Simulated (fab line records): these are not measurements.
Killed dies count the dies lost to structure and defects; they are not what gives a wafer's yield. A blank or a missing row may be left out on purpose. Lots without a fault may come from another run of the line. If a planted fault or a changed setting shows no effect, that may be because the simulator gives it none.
Which tool is to blame? :: flow sky130 :: 39 wafers from 13 lots sampled at 6 of the route's 708 steps

## WHAT THE GAUGES SHOWED, per wafer
SKY_SONOS_ONO_THK_MEAS_01.
lot: L950
measured: day 12 03:22
on: film-metro-04
SONOS_ONO_OXIDATION_THK (nm): 2.68 2.64 2.68

lot: L951
measured: day 12 10:04
on: film-metro-04
SONOS_ONO_OXIDATION_THK (nm): 2.59 2.63 2.60

lot: L952
measured: day 12 13:44
on: film-metro-01
SONOS_ONO_OXIDATION_THK (nm): 2.62 2.61 2.69

lot: L953
measured: day 12 21:16
on: film-metro-01
SONOS_ONO_OXIDATION_THK (nm): 2.61 2.54 2.63

lot: L954
measured: day 13 03:01
on: film-metro-02
SONOS_ONO_OXIDATION_THK (nm): 2.70 2.63 2.59

lot: L956
measured: day 13 21:24
on: film-metro-04
SONOS_ONO_OXIDATION_THK (nm): 2.60 2.58 2.65

lot: L965
measured: day 16 19:11
on: film-metro-01
SONOS_ONO_OXIDATION_THK (nm): 2.56 2.69 2.59

lot: L967
measured: day 17 05:52
on: film-metro-01
SONOS_ONO_OXIDATION_THK (nm): 2.64 2.63 2.69

lot: L968
measured: day 17 20:11
on: film-metro-01
SONOS_ONO_OXIDATION_THK (nm): 2.57 2.51 2.53

lot: L969
measured: day 17 21:59
on: film-metro-01
SONOS_ONO_OXIDATION_THK (nm): 2.48 2.53 2.47

lot: L970
measured: day 18 08:28
on: film-metro-01
SONOS_ONO_OXIDATION_THK (nm): 2.53 2.50 2.53

lot: L971
measured: day 18 20:16
on: film-metro-01
SONOS_ONO_OXIDATION_THK (nm): 2.66 2.69 2.61

lot: L972
measured: day 19 05:58
on: film-metro-04
SONOS_ONO_OXIDATION_THK (nm): 2.62 2.63 2.65

SKY_LDD_P_TW_MEAS_11.
lot: L950
measured: day 19 18:02
on: film-metro-02
LDD_P_TW: 634 632 633

lot: L951
measured: day 20 02:16
on: film-metro-03
LDD_P_TW: 642 640 641

lot: L952
measured: day 20 05:05
on: film-metro-04
LDD_P_TW: 635 632 634

lot: L953
measured: day 20 14:45
on: film-metro-04
LDD_P_TW: 631 631 630

lot: L954
measured: day 21 03:03
on: film-metro-02
LDD_P_TW: 629 633 633

lot: L956
measured: day 21 23:14
on: film-metro-02
LDD_P_TW: 634 635 632

lot: L965
measured: day 25 01:31
on: film-metro-02
LDD_P_TW: 632 636 636

lot: L967
measured: day 25 07:08
on: film-metro-03
LDD_P_TW: 641 639 641

lot: L968
measured: day 26 04:53
on: film-metro-04
LDD_P_TW: 636 634 635

lot: L969
measured: day 26 05:29
on: film-metro-03
LDD_P_TW: 635 638 635

lot: L970
measured: day 26 09:53
on: film-metro-02
LDD_P_TW: 635 633 636

lot: L971
measured: day 26 22:09
on: film-metro-03
LDD_P_TW: 637 636 635

lot: L972
measured: day 27 07:29
on: film-metro-04
LDD_P_TW: 629 630 631

SKY_LDD_LDN_OVL_MEAS_07.
lot: L950
measured: day 23 13:53
on: overlay-01
LDD_LDN_OVL (nm): 1.1 4.0 1.7

lot: L951
measured: day 23 22:14
on: overlay-02
LDD_LDN_OVL (nm): -1.5 1.4 -2.0

lot: L952
measured: day 24 01:49
on: overlay-02
LDD_LDN_OVL (nm): 1.0 1.4 0.7

lot: L953
measured: day 24 09:14
on: overlay-02
LDD_LDN_OVL (nm): 1.1 1.4 2.8

lot: L954
measured: day 24 20:47
on: overlay-02
LDD_LDN_OVL (nm): -2.9 -1.3 -1.2

lot: L956
measured: day 25 16:59
on: overlay-01
LDD_LDN_OVL (nm): - - -

lot: L965
measured: day 28 15:59
on: overlay-01
LDD_LDN_OVL (nm): -0.3 -2.4 -0.9

lot: L967
measured: day 28 22:13
on: overlay-02
LDD_LDN_OVL (nm): 0.3 0.4 -0.4

lot: L968
measured: day 29 17:38
on: overlay-02
LDD_LDN_OVL (nm): 3.5 -1.7 1.0

lot: L969
measured: day 29 18:50
on: overlay-01
LDD_LDN_OVL (nm): 2.3 2.3 1.9

lot: L970
measured: day 29 23:31
on: overlay-02
LDD_LDN_OVL (nm): 0.0 1.3 1.6

lot: L971
measured: day 30 10:47
on: overlay-02
LDD_LDN_OVL (nm): 1.2 1.5 2.7

lot: L972
measured: day 30 19:44
on: overlay-01
LDD_LDN_OVL (nm): 0.1 0.2 -0.9

SKY_LDD_LDN_TW_MEAS_13.
lot: L950
measured: day 23 14:37
on: film-metro-04
LDD_LDN_TW: 1464 1469 1470

lot: L951
measured: day 23 22:59
on: film-metro-02
LDD_LDN_TW: 1480 1475 1483

lot: L952
measured: day 24 02:34
on: film-metro-02
LDD_LDN_TW: 1468 1473 1480

lot: L953
measured: day 24 09:59
on: film-metro-02
LDD_LDN_TW: 1462 1474 1475

lot: L954
measured: day 24 21:32
on: film-metro-02
LDD_LDN_TW: 1474 1470 1474

lot: L956
measured: day 25 17:43
on: film-metro-01
LDD_LDN_TW: 30 30 30

lot: L965
measured: day 28 16:44
on: film-metro-02
LDD_LDN_TW: 1471 1463 1470

lot: L967
measured: day 28 22:58
on: film-metro-04
LDD_LDN_TW: 1476 1460 1472

lot: L968
measured: day 29 18:22
on: film-metro-02
LDD_LDN_TW: 1477 1474 1473

lot: L969
measured: day 29 19:34
on: film-metro-04
LDD_LDN_TW: 1473 1477 1483

lot: L970
measured: day 30 00:16
on: film-metro-04
LDD_LDN_TW: 1479 1486 1475

lot: L971
measured: day 30 11:32
on: film-metro-01
LDD_LDN_TW: 1469 1469 1478

lot: L972
measured: day 30 20:28
on: film-metro-01
LDD_LDN_TW: 1465 1469 1463

SKY_RES_XHIGH_TW_MEAS_09.
lot: L950
measured: day 27 09:26
on: film-metro-04
RES_XHIGH_TW: 1626 1648 1631

lot: L951
measured: day 27 16:55
on: film-metro-03
RES_XHIGH_TW: 1638 1648 1637

lot: L952
measured: day 27 19:40
on: film-metro-01
RES_XHIGH_TW: 1628 1630 1635

lot: L953
measured: day 28 03:59
on: film-metro-01
RES_XHIGH_TW: 1633 1629 1628

lot: L954
measured: day 28 14:15
on: film-metro-03
RES_XHIGH_TW: 1647 1650 1652

lot: L956
measured: day 29 10:54
on: film-metro-03
RES_XHIGH_TW: 1916 1921 1920

lot: L965
measured: day 32 07:11
on: film-metro-01
RES_XHIGH_TW: 1628 1637 1633

lot: L967
measured: day 32 12:43
on: film-metro-01
RES_XHIGH_TW: 1630 1623 1629

lot: L968
measured: day 33 06:41
on: film-metro-04
RES_XHIGH_TW: 1644 1631 1635

lot: L969
measured: day 33 09:26
on: film-metro-01
RES_XHIGH_TW: 1630 1637 1624

lot: L970
measured: day 33 13:26
on: film-metro-03
RES_XHIGH_TW: 1654 1649 1660

lot: L971
measured: day 33 23:50
on: film-metro-03
RES_XHIGH_TW: 1653 1656 1666

lot: L972
measured: day 34 06:32
on: film-metro-01
RES_XHIGH_TW: 1612 1628 1621

## WHICH TOOL RAN EACH LOT (tool, then ch and the chambers of the sampled wafers, then the start)
lot: L950
SKY_LDD_LDN_EXPOSE_04: iline-stepper-01 ch 0, day 22 22:33

lot: L951
SKY_LDD_LDN_EXPOSE_04: iline-stepper-02 ch 0, day 23 07:17

lot: L952
SKY_LDD_LDN_EXPOSE_04: iline-stepper-01 ch 0, day 23 11:37

lot: L953
SKY_LDD_LDN_EXPOSE_04: iline-stepper-02 ch 0, day 23 18:55

lot: L954
SKY_LDD_LDN_EXPOSE_04: iline-stepper-01 ch 0, day 24 05:30

lot: L956
SKY_LDD_LDN_EXPOSE_04: iline-stepper-01 ch 0, day 25 03:07

lot: L965
SKY_LDD_LDN_EXPOSE_04: iline-stepper-02 ch 0, day 28 02:20

lot: L967
SKY_LDD_LDN_EXPOSE_04: iline-stepper-02 ch 0, day 28 08:56

lot: L968
SKY_LDD_LDN_EXPOSE_04: iline-stepper-01 ch 0, day 29 03:03

lot: L969
SKY_LDD_LDN_EXPOSE_04: iline-stepper-01 ch 0, day 29 04:37

lot: L970
SKY_LDD_LDN_EXPOSE_04: iline-stepper-01 ch 0, day 29 09:59

lot: L971
SKY_LDD_LDN_EXPOSE_04: iline-stepper-01 ch 0, day 29 21:43

lot: L972
SKY_LDD_LDN_EXPOSE_04: iline-stepper-02 ch 0, day 30 05:31
- SKY_LDD_LDN_EXPOSE_04: exposes mask LDNTM, target cd 700 nm.

## WHAT THE TOOLS THEMSELVES READ (means of the sampled wafers that have a number; where no wafer has one, the mark that the record gives instead)
The record holds no such reading with a usual standard deviation.

## THE ANSWER, worked out from the rows above alone
Rule: the usual values come from the lots themselves. Put in order of their means at a reading, lots are off if they are a third of the lots or fewer, leave a main group of 4 or more, and stand apart from it by a gap of 3 or more times the standard deviation of the main group's means; of several such gaps the widest counts. If all means in a main group match to the digits the tables above print for the reading, that group is not used. Also off: a lot with no number at a reading for which 4 or more lots have one. All remaining lots with rows at the step are treated as sound. After the gauges, taken in route order, come the tools' own readings; for these a lot's mean is taken, as printed above. The first step at which some lot is off is used, and at that step the reading that is off furthest; a lot without a number counts as furthest.
Off: L956, at SKY_LDD_LDN_OVL_MEAS_07 (LDD_LDN_OVL). Without a number there: L956. For the main group the mean is 0.6 nm and the standard deviation 1.3.
A tool fits if, at a process step before that reading, it ran every lot that is off, and no sound lot after the first of them. Not tried: the gauges at SKY_LDD_LDN_OVL_MEAS_07; whatever is off there is also off at SKY_LDD_LDN_TW_MEAS_13, on other tools, and gauge error can't account for it. No candidate that was tried fits.

## WHAT THE SIMULATOR HAD PUT IN
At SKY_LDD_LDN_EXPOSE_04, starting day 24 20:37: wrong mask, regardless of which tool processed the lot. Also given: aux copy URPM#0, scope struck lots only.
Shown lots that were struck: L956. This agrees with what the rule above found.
